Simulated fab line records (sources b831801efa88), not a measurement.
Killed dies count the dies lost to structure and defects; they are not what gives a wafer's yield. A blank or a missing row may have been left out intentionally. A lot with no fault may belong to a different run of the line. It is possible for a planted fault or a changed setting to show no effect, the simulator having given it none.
Problem report in the 8D (eight disciplines) form, filled by code | flow sky130 | the parts of the form that need people (team, actions taken, sign-off) are left out

1. THE ISSUE
biasW at SKY_VIA2_ETCH_14 reads a mean of 102.35 W on 9 wafers of 3 lots; wafers without a fault read 99.98 W with a standard deviation of 0.25. That is +9.5 standard deviations from the usual mean.
The step: etches BARC in N2/H2, stops on SiO2, time 45.9 s, target depth 60 nm.
Seen first at day 41 15:44 on rieDiel-01, wafer L799.3. The record has a number at this step for 42 wafers belonging to 14 lots. The rule behind "out" and "out of limits": a value lying over 4 standard deviations away from the usual mean. The rest of the wafers with a number are treated as sound.

2. WHAT THIS IS AND IS NOT
question                    | is                     | is not
which readings at this step | biasW                  | drypumpMotorCurrentA
which lots                  | L799, L800, L801       | L782, L784, L785, L787, L788, L789, L790, L792, L793, L794, L804
which wafers of those lots  | all that have a number | -
read on which tools         | rieDiel-01             | rieDiel-02, rieDiel-04
when                        | from day 41 15:44      | up to then (30 sound wafers); but 3 sound wafers of L804 came after

3. SUSPECTS, AND WHAT RULES EACH OUT
Counting: any tool at a process step up to the reading is kept as a suspect provided that every lot that is out went through it and no sound lot did after the first of them.
- rieDiel-01 at SKY_VIA2_ETCH_14 (etches BARC in N2/H2, stops on SiO2, time 45.9 s, target depth 60 nm): kept. It ran every lot that is out, first L799 (day 41 15:44), and no sound lot after that; its last sound lot up to then is L792 (day 39 19:05). Its own readings are out on those wafers: biasW.
After counting, what remains is rieDiel-01 at SKY_VIA2_ETCH_14.

4. THE CAUSE (what the simulator had put in)
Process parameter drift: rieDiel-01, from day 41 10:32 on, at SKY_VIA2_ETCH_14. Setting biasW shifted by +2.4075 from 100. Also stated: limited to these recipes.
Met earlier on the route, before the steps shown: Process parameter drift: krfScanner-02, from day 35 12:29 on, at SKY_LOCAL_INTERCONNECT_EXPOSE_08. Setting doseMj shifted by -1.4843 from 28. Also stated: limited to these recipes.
The count eliminated every tool but this one.

5. THE CHAIN OF EFFECTS, in route order
Rows list readings where the struck wafers' mean (over those with a number) sits beyond 3 standard deviations from the usual. Scope: only readings with a usual standard deviation given in the record; hours: median across lots of the time from each lot's start at the first step in this table that gives one to its start at this step; sigmas: change in usual standard deviations.
hours | step             | reading | usual   | on struck wafers | change | sigmas
0     | SKY_VIA2_ETCH_14 | biasW   | 99.98 W | 102.35           | +2.37  | +9.5
Here are the process steps it includes:
- SKY_VIA2_ETCH_14: etches BARC in N2/H2, stops on SiO2, time 45.9 s, target depth 60 nm.

6. HOW IT WOULD HAVE BEEN CAUGHT EARLIER
In this record no reading fell out of limits until day 41 15:44, 5 hours after the fault had begun at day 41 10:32.
